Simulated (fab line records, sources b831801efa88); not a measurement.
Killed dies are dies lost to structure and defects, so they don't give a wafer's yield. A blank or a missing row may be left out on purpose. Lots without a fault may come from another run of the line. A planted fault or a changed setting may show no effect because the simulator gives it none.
Which tool did it? | flow gf180mcu | 6 lots, 18 wafers sampled, at 4 steps of a route of 602

WHAT THE GAUGES READ, wafer by wafer
GF_V3_CD_MEAS_14: target cd 260 nm.
lot  | measured     | on        | cd_nm (nm)
L711 | day 22 14:49 | cd_sem-02 | 260.3 259.4 259.8
L714 | day 23 19:15 | cd_sem-02 | 259.8 260.3 259.9
L716 | day 24 16:52 | cd_sem-01 | 260.9 260.0 260.0
L724 | day 27 02:19 | cd_sem-01 | 235.2 234.7 234.6
L726 | day 27 14:35 | cd_sem-02 | 258.2 260.7 258.9
L732 | day 29 13:36 | cd_sem-02 | 258.3 258.8 258.6

WHICH TOOL RAN EACH LOT (tool, then ch and the chambers of the sampled wafers, then the start)
lot  | GF_M3_SPUTTER_00             | GF_M3_SPUTTER_01             | GF_V3_EXPOSE_11
L711 | pvd_sputter-01, day 20 13:51 | pvd_sputter-01, day 20 13:57 | krf_scanner-01 ch 0, day 22 03:16
L714 | pvd_sputter-03, day 21 19:23 | pvd_sputter-03, day 21 19:29 | krf_scanner-01 ch 0, day 23 08:15
L716 | pvd_sputter-02, day 22 17:55 | pvd_sputter-02, day 22 18:01 | krf_scanner-02 ch 0, day 24 06:22
L724 | pvd_sputter-03, day 25 07:31 | pvd_sputter-03, day 25 07:37 | krf_scanner-02 ch 0, day 26 16:26
L726 | pvd_sputter-01, day 25 19:47 | pvd_sputter-01, day 25 19:53 | krf_scanner-01 ch 0, day 27 05:17
L732 | pvd_sputter-03, day 27 22:17 | pvd_sputter-03, day 27 22:23 | krf_scanner-01 ch 0, day 29 04:52
- GF_M3_SPUTTER_00: material Ti, target thk 37.5 nm, time 150 s.
- GF_M3_SPUTTER_01: material TiN, target thk 30 nm, time 25 s.
- GF_V3_EXPOSE_11: exposes mask Via3, target cd 260 nm.

THE ANSWER, worked out from the rows above alone
Rule: what is usual is taken from the lots themselves. Put in order of their means at a reading, lots are off if they are a third of the lots or fewer, leave a main group of 4 or more, and stand apart from it by a gap of 3 or more times the standard deviation of the main group's means; of several such gaps the widest counts. A main group whose means are all the same, to the digits that the tables above print for the reading, isn't used. A lot without any number at a reading at which 4 lots or more have one is off too. The other lots that the step has rows for count as sound.
Off: L724, at GF_V3_CD_MEAS_14 (cd_nm). The main group: mean 259.6 nm, standard deviation 0.61.
A tool fits if, at a process step before that reading, it ran every lot that is off, and no sound lot after the first of them. The gauges at GF_V3_CD_MEAS_14 are tried like those tools. Can't be told from this: 2 tools fit, krf_scanner-02 at GF_V3_EXPOSE_11, cd_sem-01 at GF_V3_CD_MEAS_14.

WHAT THE SIMULATOR HAD PUT IN
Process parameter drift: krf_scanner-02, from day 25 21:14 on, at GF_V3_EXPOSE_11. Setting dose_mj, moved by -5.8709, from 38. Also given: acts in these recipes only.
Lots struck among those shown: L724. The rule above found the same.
